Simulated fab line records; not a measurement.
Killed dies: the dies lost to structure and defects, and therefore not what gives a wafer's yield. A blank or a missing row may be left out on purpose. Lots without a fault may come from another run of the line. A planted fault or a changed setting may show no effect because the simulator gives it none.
Which tool is to blame? / flow sky130 / 10 lots, 30 wafers sampled, at 5 steps of a route of 708

== WHAT EACH GAUGE READ, for each wafer ==
SKY_CAP2M_RS_MEAS_03: a four-point-probe measurement.
lot=L791; measured=day 39 05:01; on=film_metro-01; CAP2M_TIN_RS (ohm/sq)=6.81 6.85 6.87
lot=L796; measured=day 41 05:08; on=film_metro-02; CAP2M_TIN_RS (ohm/sq)=6.77 6.75 6.83
lot=L797; measured=day 41 05:58; on=film_metro-01; CAP2M_TIN_RS (ohm/sq)=6.83 6.87 6.80
lot=L799; measured=day 41 19:58; on=film_metro-01; CAP2M_TIN_RS (ohm/sq)=6.84 5.10 6.93 6.85 5.10 6.92
lot=L800; measured=day 42 06:27; on=film_metro-04; CAP2M_TIN_RS (ohm/sq)=6.85 5.13 6.88 6.86 5.13 6.87
lot=L801; measured=day 42 11:07; on=film_metro-01; CAP2M_TIN_RS (ohm/sq)=6.81 6.83 6.85
lot=L808; measured=day 45 01:56; on=film_metro-02; CAP2M_TIN_RS (ohm/sq)=6.94 6.89 6.96
lot=L809; measured=day 45 07:09; on=film_metro-02; CAP2M_TIN_RS (ohm/sq)=6.91 6.89 6.90
lot=L810; measured=day 45 11:07; on=film_metro-01; CAP2M_TIN_RS (ohm/sq)=6.83 6.81 6.87
lot=L814; measured=day 47 07:19; on=film_metro-02; CAP2M_TIN_RS (ohm/sq)=6.77 6.89 6.96

SKY_CAP2M_THK_MEAS_04: measures by xrf.
lot=L791; measured=day 39 05:08; on=film_metro-01; CAP2M_TIN_THK (nm)=200.2 199.7 198.5
lot=L796; measured=day 41 05:16; on=film_metro-02; CAP2M_TIN_THK (nm)=200.4 200.8 198.7
lot=L797; measured=day 41 06:05; on=film_metro-01; CAP2M_TIN_THK (nm)=198.9 198.2 199.7
lot=L799; measured=day 42 02:23; on=film_metro-01; CAP2M_TIN_THK (nm)=199.4 266.5 197.3 198.5 266.2 197.5
lot=L800; measured=day 42 08:06; on=film_metro-04; CAP2M_TIN_THK (nm)=200.3 265.6 199.2 199.5 266.8 199.2
lot=L801; measured=day 42 11:13; on=film_metro-01; CAP2M_TIN_THK (nm)=200.5 199.9 199.4
lot=L808; measured=day 45 02:02; on=film_metro-02; CAP2M_TIN_THK (nm)=195.9 198.0 195.2
lot=L809; measured=day 45 07:15; on=film_metro-02; CAP2M_TIN_THK (nm)=198.7 198.8 198.0
lot=L810; measured=day 45 11:13; on=film_metro-01; CAP2M_TIN_THK (nm)=200.6 200.5 199.3
lot=L814; measured=day 47 07:26; on=film_metro-02; CAP2M_TIN_THK (nm)=199.3 197.7 195.1

== TOOL THAT RAN EACH LOT (tool first, then ch and the chambers of the sampled wafers, then the start) ==
lot=L791; SKY_VIA1_CVD_21=cvd_w-02 ch 0,1, day 33 10:04; SKY_METAL3_SPUTTER_00=pvd_sputter-01, day 35 19:02; SKY_CAP2M_SPUTTER_02=pvd_sputter-02, day 39 04:55
lot=L796; SKY_VIA1_CVD_21=cvd_w-01 ch 1, day 35 13:34; SKY_METAL3_SPUTTER_00=pvd_sputter-01, day 37 21:40; SKY_CAP2M_SPUTTER_02=pvd_sputter-02, day 41 05:02
lot=L797; SKY_VIA1_CVD_21=cvd_w-02 ch 0,1, day 35 15:33; SKY_METAL3_SPUTTER_00=pvd_sputter-02, day 37 22:51; SKY_CAP2M_SPUTTER_02=pvd_sputter-01, day 41 05:51
lot=L799; SKY_VIA1_CVD_21=cvd_w-01 ch 0,1, day 36 04:52; SKY_METAL3_SPUTTER_00=pvd_sputter-04, day 38 12:56; SKY_CAP2M_SPUTTER_02=pvd_sputter-02, day 41 19:50
lot=L800; SKY_VIA1_CVD_21=cvd_w-01 ch 0,1, day 36 16:28; SKY_METAL3_SPUTTER_00=pvd_sputter-02, day 38 23:39; SKY_CAP2M_SPUTTER_02=pvd_sputter-02, day 42 06:19
lot=L801; SKY_VIA1_CVD_21=cvd_w-01 ch 0, day 36 22:43; SKY_METAL3_SPUTTER_00=pvd_sputter-02, day 39 05:44; SKY_CAP2M_SPUTTER_02=pvd_sputter-01, day 42 10:59
lot=L808; SKY_VIA1_CVD_21=cvd_w-01 ch 0,1, day 39 19:22; SKY_METAL3_SPUTTER_00=pvd_sputter-02, day 42 00:10; SKY_CAP2M_SPUTTER_02=pvd_sputter-01, day 45 01:48
lot=L809; SKY_VIA1_CVD_21=cvd_w-02 ch 0,1, day 40 03:05; SKY_METAL3_SPUTTER_00=pvd_sputter-04, day 42 07:55; SKY_CAP2M_SPUTTER_02=pvd_sputter-02, day 45 07:00
lot=L810; SKY_VIA1_CVD_21=cvd_w-01 ch 0,1, day 40 07:32; SKY_METAL3_SPUTTER_00=pvd_sputter-04, day 42 12:16; SKY_CAP2M_SPUTTER_02=pvd_sputter-01, day 45 10:58
lot=L814; SKY_VIA1_CVD_21=cvd_w-02 ch 0,1, day 42 12:13; SKY_METAL3_SPUTTER_00=pvd_sputter-02, day 44 12:31; SKY_CAP2M_SPUTTER_02=pvd_sputter-01, day 47 07:13
- SKY_VIA1_CVD_21: deposits W, target thk 270 nm, time 80.902 s.
- SKY_METAL3_SPUTTER_00: material Ti, target thk 15 nm, time 10 s.
- SKY_CAP2M_SPUTTER_02: material TiN, target thk 200 nm, time 166.7 s.

== AS READ BY THE TOOLS THEMSELVES (means over the sampled wafers that have a number; for cases with no such wafer, the mark the record gives instead) ==
SKY_VIA1_CVD_21.
lot=L791; tool=cvd_w-02; heater_power_w (W)=841
lot=L796; tool=cvd_w-01; heater_power_w (W)=950
lot=L797; tool=cvd_w-02; heater_power_w (W)=845
lot=L799; tool=cvd_w-01; heater_power_w (W)=989
lot=L800; tool=cvd_w-01; heater_power_w (W)=978
lot=L801; tool=cvd_w-01; heater_power_w (W)=1008
lot=L808; tool=cvd_w-01; heater_power_w (W)=888
lot=L809; tool=cvd_w-02; heater_power_w (W)=842
lot=L810; tool=cvd_w-01; heater_power_w (W)=906
lot=L814; tool=cvd_w-02; heater_power_w (W)=802

SKY_METAL3_SPUTTER_00.
lot=L791; tool=pvd_sputter-01; throttle_valve_pct (%)=29.8
lot=L796; tool=pvd_sputter-01; throttle_valve_pct (%)=30.4
lot=L797; tool=pvd_sputter-02; throttle_valve_pct (%)=29.3
lot=L799; tool=pvd_sputter-04; throttle_valve_pct (%)=30.2
lot=L800; tool=pvd_sputter-02; throttle_valve_pct (%)=29.9
lot=L801; tool=pvd_sputter-02; throttle_valve_pct (%)=29.5
lot=L808; tool=pvd_sputter-02; throttle_valve_pct (%)=29.9
lot=L809; tool=pvd_sputter-04; throttle_valve_pct (%)=29.2
lot=L810; tool=pvd_sputter-04; throttle_valve_pct (%)=30.0
lot=L814; tool=pvd_sputter-02; throttle_valve_pct (%)=29.9

SKY_CAP2M_SPUTTER_02.
lot=L791; tool=pvd_sputter-02; throttle_valve_pct (%)=30.1
lot=L796; tool=pvd_sputter-02; throttle_valve_pct (%)=29.8
lot=L797; tool=pvd_sputter-01; throttle_valve_pct (%)=30.5
lot=L799; tool=pvd_sputter-02; throttle_valve_pct (%)=29.6
lot=L800; tool=pvd_sputter-02; throttle_valve_pct (%)=29.6
lot=L801; tool=pvd_sputter-01; throttle_valve_pct (%)=29.7
lot=L808; tool=pvd_sputter-01; throttle_valve_pct (%)=31.2
lot=L809; tool=pvd_sputter-02; throttle_valve_pct (%)=29.8
lot=L810; tool=pvd_sputter-01; throttle_valve_pct (%)=29.9
lot=L814; tool=pvd_sputter-01; throttle_valve_pct (%)=31.2

== THE ANSWER, worked out from the rows above alone ==
Rule: the lots themselves supply what counts as usual. Put in order of their means at a reading, lots are off if they are a third of the lots or fewer, leave a main group of 4 or more, and stand apart from it by a gap of 3 or more times the standard deviation of the main group's means; of several such gaps the widest counts. A main group whose means are all the same, to the digits that the tables above print for the reading, isn't used. A lot without any number at a reading at which 4 lots or more have one is off too. Where the step has rows for the other lots, those lots are counted as sound. Order of review: gauges by route order, followed by the tools' own readings, for which a lot's mean as printed above is used. The first step at which some lot is off is used, and at that step the reading that is off furthest; a lot without a number counts as furthest.
Off: at SKY_CAP2M_RS_MEAS_03 (CAP2M_TIN_RS), L799, L800. For the main group the mean is 6.85 ohm/sq and the standard deviation 0.043.
If a tool, at a process step before that reading, ran all the lots that are off and no sound lot after the first of them, it fits. The gauges at SKY_CAP2M_RS_MEAS_03 are tried like those tools. Of those tried, none fits.

== WHAT THE SIMULATOR HAD PUT IN ==
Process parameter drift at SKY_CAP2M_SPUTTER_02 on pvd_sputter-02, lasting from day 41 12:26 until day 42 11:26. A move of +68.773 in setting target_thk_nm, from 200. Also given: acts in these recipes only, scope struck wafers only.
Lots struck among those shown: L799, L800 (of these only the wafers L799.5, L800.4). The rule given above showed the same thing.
